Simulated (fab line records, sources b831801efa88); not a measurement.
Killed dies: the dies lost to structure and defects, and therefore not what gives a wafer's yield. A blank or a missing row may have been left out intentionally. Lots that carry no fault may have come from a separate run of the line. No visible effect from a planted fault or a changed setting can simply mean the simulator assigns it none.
What tool caused it? :: flow sky130 :: 12 lots with 36 wafers sampled at 4 steps, on a route of 708 steps

## WHAT EACH GAUGE READ, for each wafer
SKY_PAD_OPEN_BOW_MEAS_13. Usual: PAD_OPEN_BOW typically reads 50 um, with standard deviation 9.1.
lot: L177
measured: day 46 05:52
on: film_metro-01
PAD_OPEN_BOW (um): 62 53 49
flag: 

lot: L178
measured: day 46 07:18
on: film_metro-01
PAD_OPEN_BOW (um): 53 44 43
flag: 

lot: L179
measured: day 46 18:50
on: film_metro-04
PAD_OPEN_BOW (um): 56 72 63
flag: 

lot: L180
measured: day 47 02:34
on: film_metro-02
PAD_OPEN_BOW (um): 29 39 43
flag: 

lot: L182
measured: day 47 11:13
on: film_metro-02
PAD_OPEN_BOW (um): 57 51 41
flag: 

lot: L183
measured: day 47 17:56
on: film_metro-04
PAD_OPEN_BOW (um): 37 45 34
flag: 

lot: L185
measured: day 47 22:40
on: film_metro-01
PAD_OPEN_BOW (um): 53 51 45
flag: 

lot: L186
measured: day 48 10:31
on: film_metro-01
PAD_OPEN_BOW (um): 37 56 34
flag: 

lot: L189
measured: day 48 17:53
on: film_metro-02
PAD_OPEN_BOW (um): 58 58 52
flag: 

lot: L194
measured: day 49 12:50
on: film_metro-04
PAD_OPEN_BOW (um): 58 53 62
flag: 

lot: L198
measured: day 50 14:16
on: film_metro-04
PAD_OPEN_BOW (um): 49 54 43
flag: 

lot: L199
measured: day 50 15:22
on: film_metro-01
PAD_OPEN_BOW (um): 49 50 37
flag: 

## TOOL THAT RAN EACH LOT (tool first, then ch and the chambers of the sampled wafers, then the start)
lot: L177
SKY_METAL3_SPUTTER_01: pvd_sputter-02, day 36 23:22
SKY_VIA4_ETCH_12: rie_diel-04 ch 1,3, day 43 08:42
SKY_VIA4_CMP_21: cmp-02 ch 1,2,3, day 43 09:52

lot: L178
SKY_METAL3_SPUTTER_01: pvd_sputter-03, day 37 01:55
SKY_VIA4_ETCH_12: rie_diel-03 ch 2,3, day 43 09:25
SKY_VIA4_CMP_21: cmp-01 ch 0,2,3, day 43 10:32

lot: L179
SKY_METAL3_SPUTTER_01: pvd_sputter-01, day 37 13:28
SKY_VIA4_ETCH_12: rie_diel-04 ch 0,1,3, day 43 20:38
SKY_VIA4_CMP_21: cmp-01 ch 1,2,3, day 43 21:47

lot: L180
SKY_METAL3_SPUTTER_01: pvd_sputter-03, day 38 00:26
SKY_VIA4_ETCH_12: rie_diel-02 ch 0,2, day 44 05:37
SKY_VIA4_CMP_21: cmp-02 ch 1,2, day 44 06:46

lot: L182
SKY_METAL3_SPUTTER_01: pvd_sputter-02, day 38 10:35
SKY_VIA4_ETCH_12: rie_diel-04 ch 0,3, day 44 15:29
SKY_VIA4_CMP_21: cmp-02 ch 0,2,3, day 44 16:32

lot: L183
SKY_METAL3_SPUTTER_01: pvd_sputter-03, day 38 18:07
SKY_VIA4_ETCH_12: rie_diel-02 ch 0,2, day 44 22:25
SKY_VIA4_CMP_21: cmp-01 ch 0,1,3, day 44 23:35

lot: L185
SKY_METAL3_SPUTTER_01: pvd_sputter-03, day 38 23:47
SKY_VIA4_ETCH_12: rie_diel-03 ch 2,3, day 45 02:55
SKY_VIA4_CMP_21: cmp-01 ch 0,1,3, day 45 04:37

lot: L186
SKY_METAL3_SPUTTER_01: pvd_sputter-03, day 39 15:23
SKY_VIA4_ETCH_12: rie_diel-03 ch 1,2, day 45 15:34
SKY_VIA4_CMP_21: cmp-01 ch 1,2,3, day 45 16:47

lot: L189
SKY_METAL3_SPUTTER_01: pvd_sputter-03, day 40 01:49
SKY_VIA4_ETCH_12: rie_diel-03 ch 1,2, day 46 00:26
SKY_VIA4_CMP_21: cmp-02 ch 0,1,2, day 46 01:37

lot: L194
SKY_METAL3_SPUTTER_01: pvd_sputter-03, day 41 03:01
SKY_VIA4_ETCH_12: rie_diel-04 ch 1,3, day 47 00:01
SKY_VIA4_CMP_21: cmp-01 ch 1,2,3, day 47 01:12

lot: L198
SKY_METAL3_SPUTTER_01: pvd_sputter-02, day 42 14:22
SKY_VIA4_ETCH_12: rie_diel-04 ch 0,1,3, day 48 05:43
SKY_VIA4_CMP_21: cmp-01 ch 1,3, day 48 06:50

lot: L199
SKY_METAL3_SPUTTER_01: pvd_sputter-01, day 42 15:31
SKY_VIA4_ETCH_12: rie_diel-03 ch 0,1,2, day 48 07:05
SKY_VIA4_CMP_21: cmp-02 ch 0,1,2, day 48 08:11
- SKY_METAL3_SPUTTER_01: material TiN, target thk 20 nm, time 16.7 s.
- SKY_VIA4_ETCH_12: etches SiO2 in C4F8/O2/Ar, stops on TiN, target depth 580 nm.
- SKY_VIA4_CMP_21: polishes, stops on SiO2, t overpolish 25 s, target thk 0 nm.

## WHAT THE TOOLS THEMSELVES READ (means of the sampled wafers that have a number; where no wafer has one, the mark that the record gives instead)
SKY_METAL3_SPUTTER_01. Usual: 30.1 % for throttle_valve_pct, sd 1.2.
lot: L177
tool: pvd_sputter-02
throttle_valve_pct (%): 31.8
flag: 

lot: L178
tool: pvd_sputter-03
throttle_valve_pct (%): 28.4
flag: 

lot: L179
tool: pvd_sputter-01
throttle_valve_pct (%): 29.8
flag: 

lot: L180
tool: pvd_sputter-03
throttle_valve_pct (%): 30.5
flag: 

lot: L182
tool: pvd_sputter-02
throttle_valve_pct (%): 31.4
flag: 

lot: L183
tool: pvd_sputter-03
throttle_valve_pct (%): 29.0
flag: 

lot: L185
tool: pvd_sputter-03
throttle_valve_pct (%): 28.8
flag: 

lot: L186
tool: pvd_sputter-03
throttle_valve_pct (%): 30.5
flag: 

lot: L189
tool: pvd_sputter-03
throttle_valve_pct (%): 29.6
flag: 

lot: L194
tool: pvd_sputter-03
throttle_valve_pct (%): 29.6
flag: 

lot: L198
tool: pvd_sputter-02
throttle_valve_pct (%): 31.6
flag: 

lot: L199
tool: pvd_sputter-01
throttle_valve_pct (%): 29.6
flag: 

SKY_VIA4_ETCH_12. Usual: 0.926 a.u. for oes_product_au, sd 0.0052.
lot: L177
tool: rie_diel-04
oes_product_au (a.u.): 0.927
flag: 

lot: L178
tool: rie_diel-03
oes_product_au (a.u.): 0.921
flag: 

lot: L179
tool: rie_diel-04
oes_product_au (a.u.): 0.929
flag: 

lot: L180
tool: rie_diel-02
oes_product_au (a.u.): 0.926
flag: 

lot: L182
tool: rie_diel-04
oes_product_au (a.u.): 0.928
flag: 

lot: L183
tool: rie_diel-02
oes_product_au (a.u.): 0.919
flag: 

lot: L185
tool: rie_diel-03
oes_product_au (a.u.): 0.924
flag: 

lot: L186
tool: rie_diel-03
oes_product_au (a.u.): 0.927
flag: 

lot: L189
tool: rie_diel-03
oes_product_au (a.u.): 0.927
flag: 

lot: L194
tool: rie_diel-04
oes_product_au (a.u.): 0.927
flag: 

lot: L198
tool: rie_diel-04
oes_product_au (a.u.): 0.922
flag: 

lot: L199
tool: rie_diel-03
oes_product_au (a.u.): 0.928
flag: 

SKY_VIA4_CMP_21. Usual: motor_current_A 10.8 A, standard deviation 1.1; overpolish_run_s 25.001 s, standard deviation 0.0088; retaining_ring_pressure_frac 1.001, standard deviation 0.005; time_to_endpoint_s 122 s, standard deviation 6.
lot: L177
tool: cmp-02
motor_current_A (A): 12.1
overpolish_run_s (s): 24.992
retaining_ring_pressure_frac: 1.000
time_to_endpoint_s (s): 119
flag: 

lot: L178
tool: cmp-01
motor_current_A (A): 10.0
overpolish_run_s (s): 25.000
retaining_ring_pressure_frac: 0.999
time_to_endpoint_s (s): 126
flag: 

lot: L179
tool: cmp-01
motor_current_A (A): 10.5
overpolish_run_s (s): 25.010
retaining_ring_pressure_frac: 1.001
time_to_endpoint_s (s): 129
flag: 

lot: L180
tool: cmp-02
motor_current_A (A): 11.6
overpolish_run_s (s): 24.997
retaining_ring_pressure_frac: 0.997
time_to_endpoint_s (s): 116
flag: 

lot: L182
tool: cmp-02
motor_current_A (A): 12.3
overpolish_run_s (s): 25.002
retaining_ring_pressure_frac: 1.002
time_to_endpoint_s (s): 125
flag: 

lot: L183
tool: cmp-01
motor_current_A (A): 9.8
overpolish_run_s (s): 25.004
retaining_ring_pressure_frac: 1.003
time_to_endpoint_s (s): 121
flag: 

lot: L185
tool: cmp-01
motor_current_A (A): 10.0
overpolish_run_s (s): 25.002
retaining_ring_pressure_frac: 0.997
time_to_endpoint_s (s): 119
flag: 

lot: L186
tool: cmp-01
motor_current_A (A): 10.2
overpolish_run_s (s): 25.001
retaining_ring_pressure_frac: 1.001
time_to_endpoint_s (s): 118
flag: 

lot: L189
tool: cmp-02
motor_current_A (A): 11.4
overpolish_run_s (s): 25.000
retaining_ring_pressure_frac: 1.002
time_to_endpoint_s (s): 119
flag: 

lot: L194
tool: cmp-01
motor_current_A (A): 10.4
overpolish_run_s (s): 24.999
retaining_ring_pressure_frac: 0.997
time_to_endpoint_s (s): 123
flag: 

lot: L198
tool: cmp-01
motor_current_A (A): 10.6
overpolish_run_s (s): 24.992
retaining_ring_pressure_frac: 1.000
time_to_endpoint_s (s): 121
flag: 

lot: L199
tool: cmp-02
motor_current_A (A): 11.4
overpolish_run_s (s): 25.004
retaining_ring_pressure_frac: 0.999
time_to_endpoint_s (s): 125
flag: 

## THE ANSWER, worked out from the rows above alone
Rule: a lot is off if the mean of its wafers that have a number lies more than 3 standard deviations from the usual mean. Also off: a lot with no number at a reading for which 4 or more lots have one. Where the step has rows for the other lots, those lots are counted as sound. Order of review: gauges by route order, followed by the tools' own readings, for which a lot's mean as printed above is used. At the first step where some lot is off, the reading lying furthest off is the one used; lots without a number count as furthest.
None of the lots is off at any reading shown; this tells nothing.

## WHAT THE SIMULATOR PUT IN
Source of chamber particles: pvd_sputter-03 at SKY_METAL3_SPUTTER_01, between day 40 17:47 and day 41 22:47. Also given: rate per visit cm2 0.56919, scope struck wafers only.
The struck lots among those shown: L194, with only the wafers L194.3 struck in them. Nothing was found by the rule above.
